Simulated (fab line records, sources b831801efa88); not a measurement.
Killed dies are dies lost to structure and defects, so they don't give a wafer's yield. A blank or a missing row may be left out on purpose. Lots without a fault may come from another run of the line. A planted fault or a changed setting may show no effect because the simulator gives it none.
fab line records | flow sky130
record lots=5 wafers=15 last_day=48
route steps=708 shown LDD_P@260 LDD_HVN@267 LDD_HVP@278 LDD_LDN@289 SPACER@304
lots that met no fault: from a run of the same line without faults
start_h: hours from the record's first day to the start of the lot's first wafer shown | wait_h: hours since the lot's step before | " the same as in the row above | L1.1+2: a row that stands for several wafers | - no value, or no start given | * or withheld: withheld | < > ~ a bound
route shown NAME@n: a module of which the file shows steps, and the number in the route of the first | usual: mean/standard deviation of fault-free wafers | same: alike in all rows | chamber/n: place in a boat | sites: the reading at each site | _std_site: their standard deviation | _edge_site: outer sites' mean less inner sites' | radius_mm: how far each site lies from the wafer's centre | mask NAME#n: copy n | behind: the tool/chamber that last shaped the wafer | hold: why the lot was held/for how many hours/how that ended | device: the transistor (n, p or np) that didn't switch | end of line: the same wafers' tests at the end of the route | a step without rows: its recipe alone | killed: dies lost to structure and defects at the first sort, not the wafer's yield | map: a wafer's dies, x killed, . not, _ none there
set.NAME: the setting as run; set.NAME@STEP: as run at that earlier step | model.NAME: the simulator's own value behind a step, which no gauge read
lots at some steps of the route; a table a step, a row a wafer
services: from which hour (start_h, from the record's first day; less than 0 if before it) a tool's chamber was out of use, for how many hours, and why
## steps
# step SKY_LDD_P_PEB_05
# recipe temp_c=withheld time_s=* resist=NOVOLAK
# columns lot.wafer tool chamber start_h wait_h
L076.1+2+5 litho_track-01 0 - -
L080.4+5+6 litho_track-03 0 - -
L081.3+4+5 litho_track-02 0 - -
L083.2+4+6 litho_track-02 0 - -
L087.1+3+4 litho_track-03 0 - -
# step SKY_LDD_P_DEVELOP_06
# recipe resist=NOVOLAK developer=TMAH develop_time_s=60 dev_temp_c=23
# columns lot.wafer tool chamber start_h wait_h
L076.1+2+5 litho_track-01 0 453.70 0.1
L080.4+5+6 litho_track-03 0 491.01 0.1
L081.3+4+5 litho_track-02 0 501.29 0.1
L083.2+4+6 litho_track-02 0 513.41 0.1
L087.1+3+4 litho_track-03 0 557.63 0.1
# step SKY_LDD_P_CD_MEAS_07
# recipe target_cd_nm=380
# usual cd_nm=379.7/2.6
# columns lot.wafer tool chamber start_h wait_h cd_nm
L076.1 cd_sem-02 - 453.85 0.1 379.3
L076.2 " - " " 378.2
L076.5 " - " " 379.8
L080.4 cd_sem-01 - 491.14 0.1 381.2
L080.5 " - " " 377.9
L080.6 " - " " 379.1
L081.3 cd_sem-01 - 501.43 0.1 380.1
L081.4 " - " " 377.4
L081.5 " - " " 380.5
L083.2 cd_sem-01 - 513.56 0.1 379.6
L083.4 " - " " 380.0
L083.6 " - " " 379.1
L087.1 cd_sem-01 - 557.78 0.1 381.5
L087.3 " - " " 381.4
L087.4 " - " " 381.4
# step SKY_LDD_P_OVL_MEAS_08
# usual LDD_P_OVL=0.3/1.5
# columns lot.wafer tool chamber start_h wait_h LDD_P_OVL[nm]
L076.1 overlay-02 - 453.97 0.1 0.9
L076.2 " - " " -0.6
L076.5 " - " " 0.1
L080.4 overlay-02 - 491.22 0.1 0.8
L080.5 " - " " 0.7
L080.6 " - " " -0.3
L081.3 overlay-01 - 501.52 0.1 0.6
L081.4 " - " " 1.8
L081.5 " - " " 0.2
L083.2 overlay-02 - 513.66 0.1 1.4
L083.4 " - " " -1.4
L083.6 " - " " 0.5
L087.1 overlay-01 - 557.90 0.1 -1.6
L087.3 " - " " -0.2
L087.4 " - " " -2.0
# step SKY_LDD_P_IMPLANT_09
# recipe species=BF2 energy_kev=25 dose_cm2=1e+13 tilt_deg=withheld
# same implant_ion_amu=49
# columns lot.wafer tool chamber start_h wait_h
L076.1+2+5 implanter-04 0 454.01 0.0
L080.4+5+6 implanter-01 0 491.31 0.1
L081.3+4+5 implanter-01 0 501.59 0.1
L083.2+4+6 implanter-01 0 513.72 0.0
L087.1+3+4 implanter-01 0 557.94 0.0
# step SKY_LDD_P_STRIP_10
# recipe chemistry=O2/N2 power_w=1400 pressure_mtorr=1500 platen_temp_c=withheld o2_flow_sccm=3000 n2_flow_sccm=300 overash_fraction=0.5
# usual drypump_motor_current_A=5.5/0.37 oes_product_au=0.715/0.0042 strip_time_to_endpoint_s=14.18/0.035
# columns lot.wafer tool chamber start_h wait_h drypump_motor_current_A oes_product_au rf_hours_counter_h strip_time_to_endpoint_s
L076.1 plasma_asher-02 0 454.16 0.1 5.9 0.718 2 14.14
L076.2 " 1 " " 6.0 0.715 2 14.22
L076.5 " 1 " " 6.0 0.708 - 14.15
L080.4 plasma_asher-01 1 491.42 0.1 5.4 0.721 - 14.22
L080.5 " 1 " " 5.3 0.721 - 14.18
L080.6 " 0 " " 5.2 0.720 - 14.19
L081.3 plasma_asher-02 1 501.73 0.1 6.0 0.706 - 14.28
L081.4 " 0 " " 6.0 0.716 - 14.28
L081.5 " 0 " " 5.9 0.716 - 14.27
L083.2 plasma_asher-04 0 513.84 0.1 5.2 0.719 66 14.21
L083.4 " 1 " " 5.1 0.715 - 14.15
L083.6 " 0 " " 5.2 0.713 - 14.17
L087.1 plasma_asher-04 1 558.09 0.1 5.1 0.714 71 14.20
L087.3 " 1 " " 5.1 0.716 - 14.17
L087.4 " 0 " " 5.2 0.712 - 14.15
# step SKY_LDD_P_TW_MEAS_11
# usual LDD_P_TW=640/5.8
# columns lot.wafer tool chamber start_h wait_h LDD_P_TW
L076.1 film_metro-01 - 454.26 0.1 644
L076.2 " - " " 642
L076.5 " - " " 642
L080.4 film_metro-02 - 491.52 0.1 626
L080.5 " - " " 627
L080.6 " - " " 629
L081.3 film_metro-02 - 501.81 0.1 630
L081.4 " - " " 628
L081.5 " - " " 631
L083.2 film_metro-01 - 513.95 0.1 644
L083.4 " - " " 646
L083.6 " - " " 646
L087.1 film_metro-02 - 558.19 0.1 635
L087.3 " - " " 634
L087.4 " - " " 635
# step SKY_LDD_HVN_DEHYDRATE_00
# recipe temp_c=200 time_s=60
# usual heater_power_total_W=160.37/0.12
# columns lot.wafer tool chamber start_h wait_h heater_power_total_W
L076.1 litho_track-03 0 468.88 14.6 160.40
L076.2 " 0 " " 160.18
L076.5 " 0 " " 160.37
L080.4 litho_track-01 0 506.38 14.8 160.45
L080.5 " 0 " " 160.42
L080.6 " 0 " " 160.31
L081.3 litho_track-04 0 516.08 14.3 160.22
L081.4 " 0 " " 160.19
L081.5 " 0 " " 160.33
L083.2 litho_track-01 0 527.88 13.9 160.33
L083.4 " 0 " " 160.42
L083.6 " 0 " " 160.33
L087.1 litho_track-01 0 572.80 14.6 160.33
L087.3 " 0 " " 160.38
L087.4 " 0 " " 160.21
# step SKY_LDD_HVN_HMDS_01
# recipe prime_time_s=60 prime_temp_c=120
# columns lot.wafer tool chamber start_h wait_h
L076.1+2+5 litho_track-03 0 469.03 0.1
L080.4+5+6 litho_track-01 0 506.53 0.1
L081.3+4+5 litho_track-04 0 516.23 0.1
L083.2+4+6 litho_track-01 0 528.03 0.1
L087.1+3+4 litho_track-01 0 572.95 0.1
# step SKY_LDD_HVN_COAT_02
# recipe resist=NOVOLAK spin_rpm=3000 resist_thk_nm=300
# columns lot.wafer tool chamber start_h wait_h
L076.1+2+5 litho_track-03 0 469.18 0.1
L080.4+5+6 litho_track-01 0 506.68 0.1
L081.3+4+5 litho_track-04 0 516.38 0.1
L083.2+4+6 litho_track-01 0 528.18 0.1
L087.1+3+4 litho_track-01 0 573.10 0.1
# step SKY_LDD_HVN_SOFTBAKE_03
# recipe temp_c=90 time_s=60 resist=NOVOLAK
# usual heater_power_total_W=56.60/0.039
# columns lot.wafer tool chamber start_h wait_h heater_power_total_W
L076.1 litho_track-03 0 469.33 0.1 56.60
L076.2 " 0 " " 56.62
L076.5 " 0 " " 56.63
L080.4 litho_track-01 0 506.83 0.1 56.64
L080.5 " 0 " " 56.63
L080.6 " 0 " " 56.55
L081.3 litho_track-04 0 516.53 0.1 56.66
L081.4 " 0 " " 56.59
L081.5 " 0 " " 56.62
L083.2 litho_track-01 0 528.33 0.1 56.61
L083.4 " 0 " " 56.60
L083.6 " 0 " " 56.60
L087.1 litho_track-01 0 573.25 0.1 56.60
L087.3 " 0 " " 56.62
L087.4 " 0 " " 56.59
# step SKY_LDD_HVN_EXPOSE_04
# recipe mask_id=HVNTM na=0.6 source_shape=conventional sigma_outer=0.6 polarization=unpolarized target_cd_nm=700 dose_mj=127
# columns lot.wafer tool chamber start_h wait_h mask
L076.1+2+5 iline_stepper-02 0 - - HVNTM#0
L080.4+5+6 iline_stepper-01 0 - - HVNTM#0
L081.3+4+5 iline_stepper-02 0 - - HVNTM#0
L083.2+4+6 iline_stepper-02 0 - - HVNTM#0
L087.1+3+4 iline_stepper-02 0 - - HVNTM#0
# step SKY_LDD_HVN_PEB_05
# recipe temp_c=withheld time_s=* resist=NOVOLAK
# columns lot.wafer tool chamber start_h wait_h
L076.1+2+5 litho_track-03 0 - -
L080.4+5+6 litho_track-01 0 - -
L081.3+4+5 litho_track-04 0 - -
L083.2+4+6 litho_track-03 0 - -
L087.1+3+4 litho_track-01 0 - -
# step SKY_LDD_HVN_DEVELOP_06
# recipe resist=NOVOLAK developer=TMAH develop_time_s=60 dev_temp_c=23
# columns lot.wafer tool chamber start_h wait_h
L076.1+2+5 litho_track-03 0 484.38 0.1
L080.4+5+6 litho_track-01 0 520.93 0.1
L081.3+4+5 litho_track-04 0 531.83 0.1
L083.2+4+6 litho_track-03 0 543.71 0.1
L087.1+3+4 litho_track-01 0 587.60 0.1
# step SKY_LDD_HVN_OVL_MEAS_07
# usual LDD_HVN_OVL=0.8/1.4
# columns lot.wafer tool chamber start_h wait_h LDD_HVN_OVL[nm]
L076.1 overlay-02 - 484.53 0.1 1.8
L076.2 " - " " 2.0
L076.5 " - " " 2.4
L080.4 overlay-01 - 521.02 0.1 -0.2
L080.5 " - " " -1.3
L080.6 " - " " 0.9
L081.3 overlay-02 - 531.95 0.1 1.8
L081.4 " - " " 1.8
L081.5 " - " " 1.5
L083.2 overlay-01 - 543.84 0.1 -1.5
L083.4 " - " " -2.8
L083.6 " - " " -2.7
L087.1 overlay-02 - 587.75 0.1 1.4
L087.3 " - " " 2.4
L087.4 " - " " 3.1
# step SKY_LDD_HVN_IMPLANT_08
# recipe species=P energy_kev=60 dose_cm2=3e+13 tilt_deg=40
# same implant_ion_amu=31
# columns lot.wafer tool chamber start_h wait_h
L076.1+2+5 implanter-03 0 484.57 0.0
L080.4+5+6 implanter-02 0 521.11 0.1
L081.3+4+5 implanter-03 0 532.02 0.1
L083.2+4+6 implanter-01 0 543.89 0.0
L087.1+3+4 implanter-01 0 587.79 0.0
# step SKY_LDD_HVN_STRIP_09
# recipe chemistry=O2/N2 power_w=1400 pressure_mtorr=1500 platen_temp_c=withheld o2_flow_sccm=3000 n2_flow_sccm=300 overash_fraction=0.5
# usual drypump_motor_current_A=6.0/0.37 oes_product_au=0.409/0.0045 strip_time_to_endpoint_s=4.138/0.015
# columns lot.wafer tool chamber start_h wait_h drypump_motor_current_A oes_product_au rf_hours_counter_h strip_time_to_endpoint_s
L076.1 plasma_asher-02 0 484.72 0.1 6.0 0.409 6 4.114
L076.2 " 1 " " 6.0 0.400 6 4.128
L076.5 " 1 " " 6.0 0.403 - 4.118
L080.4 plasma_asher-03 0 521.22 0.1 6.6 0.412 - 4.155
L080.5 " 0 " " 6.5 0.414 - 4.157
L080.6 " 1 " " 5.9 0.414 - 4.175
L081.3 plasma_asher-02 1 532.15 0.1 6.0 0.407 - 4.149
L081.4 " 0 " " 5.9 0.416 - 4.126
L081.5 " 1 " " 6.0 0.406 - 4.146
L083.2 plasma_asher-03 1 544.02 0.1 5.9 0.408 86 4.135
L083.4 " 1 " " 5.9 0.409 - 4.132
L083.6 " 0 " " 6.5 0.413 - 4.129
L087.1 plasma_asher-03 1 587.94 0.1 5.9 0.412 91 4.112
L087.3 " 0 " " 6.5 0.404 - 4.102
L087.4 " 1 " " 5.9 0.408 - 4.154
# step SKY_LDD_HVN_TW_MEAS_10
# usual LDD_HVN_TW=1439/11
# columns lot.wafer tool chamber start_h wait_h LDD_HVN_TW
L076.1 film_metro-03 - 484.82 0.1 1454
L076.2 " - " " 1452
L076.5 " - " " 1462
L080.4 film_metro-02 - 521.32 0.1 1432
L080.5 " - " " 1421
L080.6 " - " " 1430
L081.3 film_metro-02 - 532.24 0.1 1432
L081.4 " - " " 1429
L081.5 " - " " 1431
L083.2 film_metro-02 - 544.13 0.1 1429
L083.4 " - " " 1423
L083.6 " - " " 1431
L087.1 film_metro-04 - 588.04 0.1 1443
L087.3 " - " " 1442
L087.4 " - " " 1445
# step SKY_LDD_HVP_DEHYDRATE_00
# recipe temp_c=200 time_s=60
# usual heater_power_total_W=160.36/0.13
# columns lot.wafer tool chamber start_h wait_h heater_power_total_W
L076.1 litho_track-02 0 499.84 15.0 160.28
L076.2 " 0 " " 160.21
L076.5 " 0 " " 160.37
L080.4 litho_track-02 0 535.71 14.4 160.15
L080.5 " 0 " " 160.15
L080.6 " 0 " " 160.23
L081.3 litho_track-02 0 546.64 14.4 160.28
L081.4 " 0 " " 160.22
L081.5 " 0 " " 160.27
L083.2 litho_track-02 0 557.81 13.7 160.53
L083.4 " 0 " " 160.26
L083.6 " 0 " " 160.32
L087.1 litho_track-03 0 602.83 14.8 160.23
L087.3 " 0 " " 160.18
L087.4 " 0 " " 160.41
# step SKY_LDD_HVP_HMDS_01
# recipe prime_time_s=60 prime_temp_c=120
# columns lot.wafer tool chamber start_h wait_h
L076.1+2+5 litho_track-02 0 499.99 0.1
L080.4+5+6 litho_track-02 0 535.86 0.1
L081.3+4+5 litho_track-02 0 546.79 0.1
L083.2+4+6 litho_track-02 0 557.96 0.1
L087.1+3+4 litho_track-03 0 602.98 0.1
# step SKY_LDD_HVP_COAT_02
# recipe resist=NOVOLAK spin_rpm=3000 resist_thk_nm=300
# columns lot.wafer tool chamber start_h wait_h
L076.1+2+5 litho_track-02 0 500.14 0.1
L080.4+5+6 litho_track-02 0 536.01 0.1
L081.3+4+5 litho_track-02 0 546.94 0.1
L083.2+4+6 litho_track-02 0 558.11 0.1
L087.1+3+4 litho_track-03 0 603.13 0.1
# step SKY_LDD_HVP_SOFTBAKE_03
# recipe temp_c=90 time_s=60 resist=NOVOLAK
# usual heater_power_total_W=56.59/0.051
# columns lot.wafer tool chamber start_h wait_h heater_power_total_W
L076.1 litho_track-02 0 500.29 0.1 56.65
L076.2 " 0 " " 56.69
L076.5 " 0 " " 56.60
L080.4 litho_track-02 0 536.16 0.1 56.60
L080.5 " 0 " " 56.57
L080.6 " 0 " " 56.63
L081.3 litho_track-02 0 547.09 0.1 56.60
L081.4 " 0 " " 56.48
L081.5 " 0 " " 56.65
L083.2 litho_track-02 0 558.26 0.1 56.60
L083.4 " 0 " " 56.56
L083.6 " 0 " " 56.57
L087.1 litho_track-03 0 603.28 0.1 56.62
L087.3 " 0 " " 56.69
L087.4 " 0 " " 56.55
# step SKY_LDD_HVP_EXPOSE_04
# recipe mask_id=HVPTM na=0.6 source_shape=conventional sigma_outer=0.6 polarization=unpolarized target_cd_nm=700 dose_mj=86
# columns lot.wafer tool chamber start_h wait_h mask
L076.1+2+5 iline_stepper-01 0 - - HVPTM#0
L080.4+5+6 iline_stepper-02 0 - - HVPTM#0
L081.3+4+5 iline_stepper-01 0 - - HVPTM#0
L083.2+4+6 iline_stepper-02 0 - - HVPTM#0
L087.1+3+4 iline_stepper-02 0 - - HVPTM#0
# step SKY_LDD_HVP_PEB_05
# recipe temp_c=withheld time_s=* resist=NOVOLAK
# columns lot.wafer tool chamber start_h wait_h
L076.1+2+5 litho_track-04 0 - -
L080.4+5+6 litho_track-02 0 - -
L081.3+4+5 litho_track-04 0 - -
L083.2+4+6 litho_track-02 0 - -
L087.1+3+4 litho_track-03 0 - -
# step SKY_LDD_HVP_DEVELOP_06
# recipe resist=NOVOLAK developer=TMAH develop_time_s=60 dev_temp_c=23
# columns lot.wafer tool chamber start_h wait_h
L076.1+2+5 litho_track-04 0 515.28 0.1
L080.4+5+6 litho_track-02 0 550.81 0.1
L081.3+4+5 litho_track-04 0 561.73 0.1
L083.2+4+6 litho_track-02 0 572.86 0.1
L087.1+3+4 litho_track-03 0 616.98 0.1
# step SKY_LDD_HVP_OVL_MEAS_07
# usual LDD_HVP_OVL=0.1/1.5
# columns lot.wafer tool chamber start_h wait_h LDD_HVP_OVL[nm]
L076.1 overlay-02 - 515.43 0.1 -0.9
L076.2 " - " " -0.3
L076.5 " - " " -0.2
L080.4 overlay-02 - 550.91 0.1 0.4
L080.5 " - " " -0.1
L080.6 " - " " 0.9
L081.3 overlay-01 - 561.85 0.1 -0.3
L081.4 " - " " -0.6
L081.5 " - " " 0.6
L083.2 overlay-02 - 572.99 0.1 -0.1
L083.4 " - " " -0.1
L083.6 " - " " -0.3
L087.1 overlay-01 - 617.13 0.1 -2.3
L087.3 " - " " -1.6
L087.4 " - " " -3.3
# step SKY_LDD_HVP_IMPLANT_08
# recipe species=B energy_kev=20 dose_cm2=1.7e+13 tilt_deg=17.9
# same implant_ion_amu=11
# columns lot.wafer tool chamber start_h wait_h
L076.1+2+5 implanter-03 0 515.47 0.0
L080.4+5+6 implanter-01 0 551.00 0.1
L081.3+4+5 implanter-01 0 561.92 0.1
L083.2+4+6 implanter-01 0 573.05 0.0
L087.1+3+4 implanter-04 0 617.17 0.0
# step SKY_LDD_HVP_STRIP_09
# recipe chemistry=O2/N2 power_w=1400 pressure_mtorr=1500 platen_temp_c=withheld o2_flow_sccm=3000 n2_flow_sccm=300 overash_fraction=0.5
# usual drypump_motor_current_A=5.7/0.53 oes_product_au=0.409/0.0045 strip_time_to_endpoint_s=4.138/0.015
# columns lot.wafer tool chamber start_h wait_h drypump_motor_current_A oes_product_au rf_hours_counter_h strip_time_to_endpoint_s
L076.1 plasma_asher-03 0 515.62 0.1 6.5 0.404 84 4.108
L076.2 " 1 " " 5.9 0.413 84 4.123
L076.5 " 1 " " 5.9 0.414 - 4.120
L080.4 plasma_asher-01 1 551.11 0.1 5.3 0.404 - 4.149
L080.5 " 0 " " 5.2 0.411 - 4.137
L080.6 " 1 " " 5.3 0.412 - 4.125
L081.3 plasma_asher-03 0 562.05 0.1 6.5 0.406 - 4.149
L081.4 " 1 " " 5.9 0.412 - 4.152
L081.5 " 1 " " 5.9 0.406 - 4.160
L083.2 plasma_asher-03 0 573.17 0.1 6.5 0.409 89 4.134
L083.4 " 0 " " 6.5 0.413 - 4.124
L083.6 " 0 " " 6.5 0.408 - 4.117
L087.1 plasma_asher-04 0 617.32 0.1 5.2 0.414 77 4.130
L087.3 " 1 " " 5.1 0.406 - 4.143
L087.4 " 0 " " 5.2 0.410 - 4.129
# step SKY_LDD_HVP_TW_MEAS_10
# usual LDD_HVP_TW=462/3.1
# columns lot.wafer tool chamber start_h wait_h LDD_HVP_TW
L076.1 film_metro-04 - 515.72 0.1 459
L076.2 " - " " 457
L076.5 " - " " 460
L080.4 film_metro-01 - 551.20 0.1 461
L080.5 " - " " 462
L080.6 " - " " 463
L081.3 film_metro-01 - 562.14 0.1 466
L081.4 " - " " 464
L081.5 " - " " 464
L083.2 film_metro-01 - 573.28 0.1 464
L083.4 " - " " 464
L083.6 " - " " 464
L087.1 film_metro-04 - 617.42 0.1 456
L087.3 " - " " 459
L087.4 " - " " 458
# step SKY_LDD_LDN_DEHYDRATE_00
# recipe temp_c=200 time_s=60
# usual heater_power_total_W=160.38/0.11
# columns lot.wafer tool chamber start_h wait_h heater_power_total_W
L076.1 litho_track-04 0 530.68 15.0 160.32
L076.2 " 0 " " 160.48
L076.5 " 0 " " 160.54
L080.4 litho_track-01 0 565.68 14.5 160.37
L080.5 " 0 " " 160.30
L080.6 " 0 " " 160.34
L081.3 litho_track-01 0 576.65 14.5 160.23
L081.4 " 0 " " 160.29
L081.5 " 0 " " 160.20
L083.2 litho_track-04 0 587.11 13.8 160.48
L083.4 " 0 " " 160.32
L083.6 " 0 " " 160.37
L087.1 litho_track-04 0 632.18 14.8 160.35
L087.3 " 0 " " 160.38
L087.4 " 0 " " 160.55
# step SKY_LDD_LDN_HMDS_01
# recipe prime_time_s=60 prime_temp_c=120
# columns lot.wafer tool chamber start_h wait_h
L076.1+2+5 litho_track-04 0 530.83 0.1
L080.4+5+6 litho_track-01 0 565.83 0.1
L081.3+4+5 litho_track-01 0 576.80 0.1
L083.2+4+6 litho_track-04 0 587.26 0.1
L087.1+3+4 litho_track-04 0 632.33 0.1
# step SKY_LDD_LDN_COAT_02
# recipe resist=NOVOLAK spin_rpm=3000 resist_thk_nm=1140
# columns lot.wafer tool chamber start_h wait_h
L076.1+2+5 litho_track-04 0 530.98 0.1
L080.4+5+6 litho_track-01 0 565.98 0.1
L081.3+4+5 litho_track-01 0 576.95 0.1
L083.2+4+6 litho_track-04 0 587.41 0.1
L087.1+3+4 litho_track-04 0 632.48 0.1
# step SKY_LDD_LDN_SOFTBAKE_03
# recipe temp_c=90 time_s=60 resist=NOVOLAK
# usual heater_power_total_W=56.60/0.043
# columns lot.wafer tool chamber start_h wait_h heater_power_total_W
L076.1 litho_track-04 0 531.13 0.1 56.65
L076.2 " 0 " " 56.50
L076.5 " 0 " " 56.62
L080.4 litho_track-01 0 566.13 0.1 56.61
L080.5 " 0 " " 56.61
L080.6 " 0 " " 56.62
L081.3 litho_track-01 0 577.10 0.1 56.66
L081.4 " 0 " " 56.72
L081.5 " 0 " " 56.63
L083.2 litho_track-04 0 587.56 0.1 56.64
L083.4 " 0 " " 56.58
L083.6 " 0 " " 56.54
L087.1 litho_track-04 0 632.63 0.1 56.52
L087.3 " 0 " " 56.56
L087.4 " 0 " " 56.63
# step SKY_LDD_LDN_EXPOSE_04
# recipe mask_id=LDNTM na=0.6 source_shape=conventional sigma_outer=0.6 polarization=unpolarized target_cd_nm=700 dose_mj=140
# columns lot.wafer tool chamber start_h wait_h mask
L076.1+2+5 iline_stepper-01 0 - - LDNTM#0
L080.4+5+6 iline_stepper-02 0 - - LDNTM#0
L081.3+4+5 iline_stepper-01 0 - - LDNTM#0
L083.2+4+6 iline_stepper-01 0 - - LDNTM#0
L087.1+3+4 iline_stepper-02 0 - - LDNTM#0
# step SKY_LDD_LDN_PEB_05
# recipe temp_c=withheld time_s=* resist=NOVOLAK
# columns lot.wafer tool chamber start_h wait_h
L076.1+2+5 litho_track-04 0 - -
L080.4+5+6 litho_track-02 0 - -
L081.3+4+5 litho_track-02 0 - -
L083.2+4+6 litho_track-04 0 - -
L087.1+3+4 litho_track-01 0 - -
# step SKY_LDD_LDN_DEVELOP_06
# recipe resist=NOVOLAK developer=TMAH develop_time_s=60 dev_temp_c=23
# columns lot.wafer tool chamber start_h wait_h
L076.1+2+5 litho_track-04 0 545.88 0.1
L080.4+5+6 litho_track-02 0 581.01 0.1
L081.3+4+5 litho_track-02 0 591.44 0.1
L083.2+4+6 litho_track-04 0 602.66 0.1
L087.1+3+4 litho_track-01 0 646.40 0.1
# step SKY_LDD_LDN_OVL_MEAS_07
# usual LDD_LDN_OVL=0.8/1.5
# columns lot.wafer tool chamber start_h wait_h LDD_LDN_OVL[nm]
L076.1 overlay-01 - 546.03 0.1 -0.8
L076.2 " - " " -0.1
L076.5 " - " " 0.7
L080.4 overlay-01 - 581.11 0.1 -0.1
L080.5 " - " " -1.1
L080.6 " - " " -0.8
L081.3 overlay-01 - 591.55 0.1 -1.5
L081.4 " - " " -1.6
L081.5 " - " " 0.2
L083.2 overlay-02 - 602.79 0.1 1.7
L083.4 " - " " 1.9
L083.6 " - " " 1.6
L087.1 overlay-02 - 646.55 0.1 2.9
L087.3 " - " " 1.1
L087.4 " - " " 3.5
# step SKY_LDD_LDN_IMPLANT_08
# recipe species=As energy_kev=15 dose_cm2=1.25e+13 tilt_deg=withheld rotation_deg=23
# same implant_ion_amu=75
# columns lot.wafer tool chamber start_h wait_h
L076.1+2+5 implanter-02 0 546.07 0.0
L080.4+5+6 implanter-03 0 581.20 0.1
L081.3+4+5 implanter-03 0 591.62 0.1
L083.2+4+6 implanter-04 0 602.85 0.0
L087.1+3+4 implanter-03 0 646.59 0.0
# step SKY_LDD_LDN_IMPLANT_09
# recipe species=As energy_kev=15 dose_cm2=1.25e+13 tilt_deg=withheld rotation_deg=113
# same implant_ion_amu=75
# columns lot.wafer tool chamber start_h wait_h
L076.1+2+5 implanter-02 0 546.22 0.1
L080.4+5+6 implanter-03 0 581.35 0.1
L081.3+4+5 implanter-03 0 591.77 0.1
L083.2+4+6 implanter-04 0 603.00 0.1
L087.1+3+4 implanter-03 0 646.74 0.1
# step SKY_LDD_LDN_IMPLANT_10
# recipe species=As energy_kev=15 dose_cm2=1.25e+13 tilt_deg=withheld rotation_deg=203
# same implant_ion_amu=75
# columns lot.wafer tool chamber start_h wait_h
L076.1+2+5 implanter-02 0 546.37 0.1
L080.4+5+6 implanter-03 0 581.50 0.1
L081.3+4+5 implanter-03 0 591.92 0.1
L083.2+4+6 implanter-04 0 603.15 0.1
L087.1+3+4 implanter-03 0 646.89 0.1
# step SKY_LDD_LDN_IMPLANT_11
# recipe species=As energy_kev=15 dose_cm2=1.25e+13 tilt_deg=withheld rotation_deg=293
# same implant_ion_amu=75
# columns lot.wafer tool chamber start_h wait_h
L076.1+2+5 implanter-02 0 546.52 0.1
L080.4+5+6 implanter-03 0 581.65 0.1
L081.3+4+5 implanter-03 0 592.07 0.1
L083.2+4+6 implanter-04 0 603.30 0.1
L087.1+3+4 implanter-03 0 647.04 0.1
# step SKY_LDD_LDN_STRIP_12
# recipe chemistry=O2/N2 power_w=1400 pressure_mtorr=1500 platen_temp_c=withheld o2_flow_sccm=3000 n2_flow_sccm=300 overash_fraction=0.5
# usual drypump_motor_current_A=5.7/0.5 oes_product_au=0.716/0.0051 strip_time_to_endpoint_s=14.20/0.037
# columns lot.wafer tool chamber start_h wait_h drypump_motor_current_A oes_product_au rf_hours_counter_h strip_time_to_endpoint_s
L076.1 plasma_asher-02 1 546.67 0.1 6.0 0.718 12 14.22
L076.2 " 0 " " 5.9 0.719 12 14.21
L076.5 " 0 " " 5.9 0.719 - 14.20
L080.4 plasma_asher-03 1 581.76 0.1 5.9 0.722 - 14.21
L080.5 " 1 " " 5.9 0.724 - 14.20
L080.6 " 0 " " 6.5 0.715 - 14.25
L081.3 plasma_asher-04 1 592.21 0.1 5.1 0.705 - 14.16
L081.4 " 0 " " 5.2 0.715 - 14.16
L081.5 " 1 " " 5.1 0.711 - 14.16
L083.2 plasma_asher-04 1 603.42 0.1 5.1 0.719 76 14.19
L083.4 " 1 " " 5.1 0.715 - 14.16
L083.6 " 0 " " 5.2 0.719 - 14.22
L087.1 plasma_asher-03 0 647.19 0.1 6.5 0.721 96 14.24
L087.3 " 0 " " 6.6 0.714 - 14.24
L087.4 " 1 " " 5.9 0.715 - 14.18
# step SKY_LDD_LDN_TW_MEAS_13
# usual LDD_LDN_TW=1490/14
# columns lot.wafer tool chamber start_h wait_h LDD_LDN_TW
L076.1 film_metro-01 - 546.77 0.1 1502
L076.2 " - " " 1507
L076.5 " - " " 1498
L080.4 film_metro-02 - 581.85 0.1 1467
L080.5 " - " " 1468
L080.6 " - " " 1468
L081.3 film_metro-01 - 592.29 0.1 1496
L081.4 " - " " 1512
L081.5 " - " " 1511
L083.2 film_metro-01 - 603.53 0.1 1501
L083.4 " - " " 1496
L083.6 " - " " 1498
L087.1 film_metro-02 - 647.29 0.1 1472
L087.3 " - " " 1472
L087.4 " - " " 1462
# step SKY_LDD_LDN_CLEAN_14
# recipe chemistry=SC1/SC2 mix=1:4:20 temp_c=70 time_s=150 dry=n2_spin
# usual temp_c=69.99/0.12
# columns lot.wafer tool chamber start_h wait_h temp_c
L076.1 wet_bench-01 2 546.83 0.1 70.05
L076.2 " 2 " " 70.15
L076.5 " 2 " " 69.88
L080.4 wet_bench-01 2 581.88 0.0 69.79
L080.5 " 2 " " 69.93
L080.6 " 2 " " 69.81
L081.3 wet_bench-01 3 592.33 0.0 69.96
L081.4 " 3 " " 70.00
L081.5 " 3 " " 70.11
L083.2 wet_bench-01 3 603.58 0.0 69.89
L083.4 " 3 " " 69.81
L083.6 " 3 " " 69.84
L087.1 wet_bench-04 3 647.35 0.1 69.91
L087.3 " 3 " " 69.92
L087.4 " 3 " " 69.95
# step SKY_SPACER_CVD_00
# recipe material=Si3N4 precursor=DCS/NH3 target_thk_nm=43.1 temp_c=770 time_s=740 pressure_mtorr=250
# columns lot.wafer tool chamber start_h wait_h
L076.1+2+5 lpcvd-02 1 547.52 0.6
L080.4+5+6 lpcvd-02 1 581.93 0.0
L081.3+4+5 lpcvd-02 1 592.38 0.0
L083.2+4+6 lpcvd-02 1 604.43 0.8
L087.1+3+4 lpcvd-02 1 647.40 0.0
## services
# columns tool chamber start_h hours kind
implanter-04 - 434.53 9.0 repair
plasma_asher-02 - 445.38 0.4 repair
iline_stepper-02 - 447.75 9.6 repair
plasma_asher-01 - 449.89 7.3 repair
implanter-01 - 454.69 2.7 repair
iline_stepper-01 - 462.19 1.7 pm
implanter-01 - 462.85 10.4 repair
iline_stepper-01 - 466.75 2.1 pm
plasma_asher-01 - 474.82 15.6 pm
iline_stepper-02 - 483.34 4.4 pm
plasma_asher-01 - 501.06 3.5 repair
plasma_asher-04 - 509.31 1.8 repair
plasma_asher-02 - 511.75 2.8 pm
implanter-04 - 522.27 1.6 repair
plasma_asher-03 - 523.86 3.9 repair
iline_stepper-02 - 529.72 1.7 pm
implanter-01 - 533.64 3.8 repair
litho_track-01 - 533.76 - consumable_replace:filter
implanter-04 - 546.63 26.2 repair
implanter-01 - 554.13 2.4 repair
implanter-01 - 578.78 3.4 repair
litho_track-02 - 579.99 - consumable_replace:filter
implanter-02 - 587.14 2.0 repair
plasma_asher-03 - 591.78 4.2 repair
## key
fault none
